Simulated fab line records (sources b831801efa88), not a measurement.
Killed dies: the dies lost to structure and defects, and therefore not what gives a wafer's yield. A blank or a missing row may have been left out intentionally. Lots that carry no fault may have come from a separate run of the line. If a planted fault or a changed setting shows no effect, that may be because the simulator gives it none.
What tool caused it? | flow gf180mcu | 13 lots, 39 wafers sampled, at 3 steps of a route of 602

WHAT EACH GAUGE READ, for each wafer
GF_STI_CD_MEAS_12 targets a cd of 220 nm. Usual: cd nm 220.3 nm, standard deviation 1.1.
lot  | measured    | on        | cd nm (nm)                          | flag
L959 | day 2 02:44 | cd sem-01 | 219.2 220.4 219.1                   |
L960 | day 2 08:02 | cd sem-01 | 219.2 220.5 220.0                   |
L962 | day 2 15:59 | cd sem-01 | 221.4 220.7 222.9                   |
L965 | day 3 08:26 | cd sem-02 | 221.9 221.1 222.1                   |
L967 | day 3 19:54 | cd sem-02 | 175.5 175.9 175.8 175.7 175.7 175.5 | OFF
L970 | day 4 12:25 | cd sem-01 | 221.6 222.5 222.0                   |
L972 | day 4 20:38 | cd sem-02 | 218.7 218.9 219.2                   |
L973 | day 5 02:14 | cd sem-02 | 222.0 220.6 222.4                   |
L974 | day 5 07:23 | cd sem-02 | 221.0 220.8 220.8                   |
L978 | day 6 03:46 | cd sem-02 | 221.0 219.5 219.8                   |
L979 | day 6 08:31 | cd sem-02 | 219.6 220.1 220.0                   |
L980 | day 6 13:53 | cd sem-01 | 218.6 219.5 220.6                   |
L982 | day 7 00:08 | cd sem-02 | 219.6 220.5 221.8                   |

GF_PSD_OVL_MEAS_08. Usual: PSD_OVL gives -0.7 nm (standard deviation 1.3).
lot  | measured     | on         | PSD_OVL (nm)   | flag
L959 | day 14 05:02 | overlay-02 | 0.0 0.2 0.7    |
L960 | day 14 09:49 | overlay-01 | 1.6 0.8 0.0    |
L962 | day 15 00:26 | overlay-01 | 0.4 0.3 0.5    |
L965 | day 16 09:23 | overlay-01 | -2.5 -2.0 -2.4 |
L970 | day 18 06:05 | overlay-01 | -3.3 -1.7 -2.1 |
L972 | day 18 18:49 | overlay-01 | -0.1 -0.4 -0.1 |
L973 | day 19 02:44 | overlay-02 | -2.5 0.9 -2.6  |
L974 | day 19 12:19 | overlay-01 | -0.7 -0.8 0.5  |
L978 | day 21 00:35 | overlay-02 | -0.6 -1.0 0.0  |
L979 | day 21 08:26 | overlay-02 | -1.7 -2.0 -0.3 |
L980 | day 21 15:18 | overlay-02 | -0.9 -0.9 -2.2 |
L982 | day 22 04:21 | overlay-01 | -0.8 -3.0 -3.5 |

TOOL THAT RAN EACH LOT (tool first, then ch and the chambers of the sampled wafers, then the start)
lot  | GF_STI_EXPOSE_09
L959 | krf scanner-02 ch 0, day 1 20:37
L960 | krf scanner-01 ch 0, day 2 02:08
L962 | krf scanner-02 ch 0, day 2 10:02
L965 | krf scanner-02 ch 0, day 3 02:01
L967 | krf scanner-01 ch 0, day 3 13:48
L970 | krf scanner-01 ch 0, day 4 05:29
L972 | krf scanner-01 ch 0, day 4 13:54
L973 | krf scanner-01 ch 0, day 4 19:25
L974 | krf scanner-02 ch 0, day 5 00:14
L978 | krf scanner-01 ch 0, day 5 20:31
L979 | krf scanner-01 ch 0, day 6 01:10
L980 | krf scanner-01 ch 0, day 6 06:18
L982 | krf scanner-02 ch 0, day 6 16:38
- GF_STI_EXPOSE_09: exposes mask COMP, target cd 220 nm.

WHAT THE TOOLS THEMSELVES READ (means of the sampled wafers that have a number; where no wafer has one, the mark that the record gives instead)
GF_STI_EXPOSE_09. Usual: exposure dose mJ cm2 27.991, standard deviation 0.03.
lot  | tool           | exposure dose mJ cm2 | flag
L959 | krf scanner-02 | 27.975               |
L960 | krf scanner-01 | 28.028               |
L962 | krf scanner-02 | 27.977               |
L965 | krf scanner-02 | 28.020               |
L967 | krf scanner-01 | 27.989               |
L970 | krf scanner-01 | 27.995               |
L972 | krf scanner-01 | 27.933               |
L973 | krf scanner-01 | 27.991               |
L974 | krf scanner-02 | 28.005               |
L978 | krf scanner-01 | 27.996               |
L979 | krf scanner-01 | 27.957               |
L980 | krf scanner-01 | 27.964               |
L982 | krf scanner-02 | 27.991               |

THE ANSWER, worked out from the rows above alone
Rule: a lot counts as off when the mean over its wafers that have a number is more than 3 standard deviations away from the usual mean. Also off: a lot with no number at a reading for which 4 or more lots have one. Where the step has rows for the other lots, those lots are counted as sound. After the gauges, taken in route order, come the tools' own readings; for these a lot's mean is taken, as printed above. The first step at which some lot is off is used, and at that step the reading that is off furthest; a lot without a number counts as furthest.
Off at GF_STI_CD_MEAS_12 (cd nm): L967.
If a tool, at a process step before that reading, ran all the lots that are off and no sound lot after the first of them, it fits. Those tools and the gauges at GF_STI_CD_MEAS_12 are tried in the same way. No candidate that was tried fits.

WHAT THE SIMULATOR PUT IN
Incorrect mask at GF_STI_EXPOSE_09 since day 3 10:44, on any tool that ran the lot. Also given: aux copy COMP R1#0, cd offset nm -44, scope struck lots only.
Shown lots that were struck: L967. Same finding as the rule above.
